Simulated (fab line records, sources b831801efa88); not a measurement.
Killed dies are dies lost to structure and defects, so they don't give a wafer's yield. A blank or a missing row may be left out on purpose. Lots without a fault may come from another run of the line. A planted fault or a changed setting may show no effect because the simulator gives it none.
A struck lot beside a sound one | flow sky130 | 14 steps out of a route of 708
Sound: wafers L634.1, L634.2, L634.6. Struck: wafers L627.4, L627.5, L627.6. The cause comes at the end.
At each step with rows: each side's tool, then ch and its chambers, then its first start. Under that, the readings that differ: sound wafers | struck wafers | difference of the means | sigmas: that difference in standard deviations of wafers without a fault.
alike: readings whose means differ by less than 2 such deviations, and words and numbers that are the same on both sides. not compared: withheld readings, readings that some wafer has no value for, bounds like >300 that may hide the same value, and numbers for which the record gives no deviation and whose values overlap.
The two part at a step that has a row with sigmas, a row that says differs or no value, or rows on one side only. Numbers that don't overlap but have no deviation are shown without sigmas and don't part them. A reading that every wafer of one side lacks parts them only if that side has two wafers or more.

first, 1 step without rows for these wafers: SKY_VIA1_ETCH_14 (etches BARC in N2/H2, stops on SiO2, time 45.9 s, target depth 60 nm).
SKY_VIA1_ETCH_15: etches SiO2 in C4F8/O2/Ar, stops on TiN, target depth 351 nm, time 54 s.
  sound on rie_diel-03 ch 1,3, day 40 18:53; struck on rie_diel-04 ch 0,1,3, day 39 00:41
  alike: oes_product_au
  not compared: rf_hours_counter_h
then, 4 steps without rows for these wafers: SKY_VIA1_STRIP_16 (strips in O2/N2); SKY_VIA1_STRIP_17 (strips in post etch residue remover, time 1200 s); SKY_VIA1_CLEAN_18 (cleans in IPA, time 180 s); SKY_VIA1_CLEAN_19 (cleans in O3/DIW).
SKY_VIA1_SPUTTER_20: material TiN, target thk 20 nm, time 80 s.
  sound on pvd_sputter-03, day 40 19:32; struck on pvd_sputter-02, day 39 01:19
  alike: cathode_dc_power_W, chamber_pressure_pa, throttle_valve_pct
then, 1 step without rows for these wafers: SKY_VIA1_CVD_21 (deposits W, target thk 270 nm, time 80.902 s).
SKY_VIA1_RS_MEAS_22: measures by four-point-probe.
  sound on film_metro-04, day 40 19:41; struck on film_metro-04, day 39 01:32
  alike: VIA1_W_RS
SKY_VIA1_THK_MEAS_23: measures by xrf.
  sound on film_metro-04, day 40 19:48; struck on film_metro-04, day 39 01:38
  alike: VIA1_W_THK
SKY_VIA1_CMP_24: polishes, stops on SiO2, t overpolish 15 s, target thk 0 nm.
  sound on cmp-01 ch 1,3, day 40 19:55; struck on cmp-02 ch 0,1, day 39 01:41
  alike: motor_current_A, overpolish_run_s, platen_rpm, time_to_endpoint_s
SKY_METAL2_SPUTTER_00: material Ti, target thk 15 nm, time 10 s.
  sound on pvd_sputter-01, day 40 20:10; struck on pvd_sputter-03, day 39 01:59
  alike: cathode_dc_power_W, chamber_pressure_pa, throttle_valve_pct
SKY_METAL2_SPUTTER_01: material TiN, target thk 20 nm, time 16.7 s.
  sound on pvd_sputter-01, day 40 20:11; struck on pvd_sputter-03, day 39 02:01
  no value came back on the struck wafers for cathode_dc_power_W (W), chamber_pressure_pa (Pa), throttle_valve_pct (%), time_s (s); on the sound wafers cathode_dc_power_W (W) reads 6499.6 6500.7 6500.5
SKY_METAL2_SPUTTER_02: material AlCu, target thk 250 nm, time 13.3 s.
  sound on pvd_sputter-01, day 40 20:13; struck on pvd_sputter-03, day 39 02:02
  alike: cathode_dc_power_W, chamber_pressure_pa, throttle_valve_pct

WHERE THEY PART
Only at SKY_METAL2_SPUTTER_01, within this record. Later steps at which nothing parts them and some readings are alike: SKY_METAL2_SPUTTER_02.

WHY: what the simulator had put in
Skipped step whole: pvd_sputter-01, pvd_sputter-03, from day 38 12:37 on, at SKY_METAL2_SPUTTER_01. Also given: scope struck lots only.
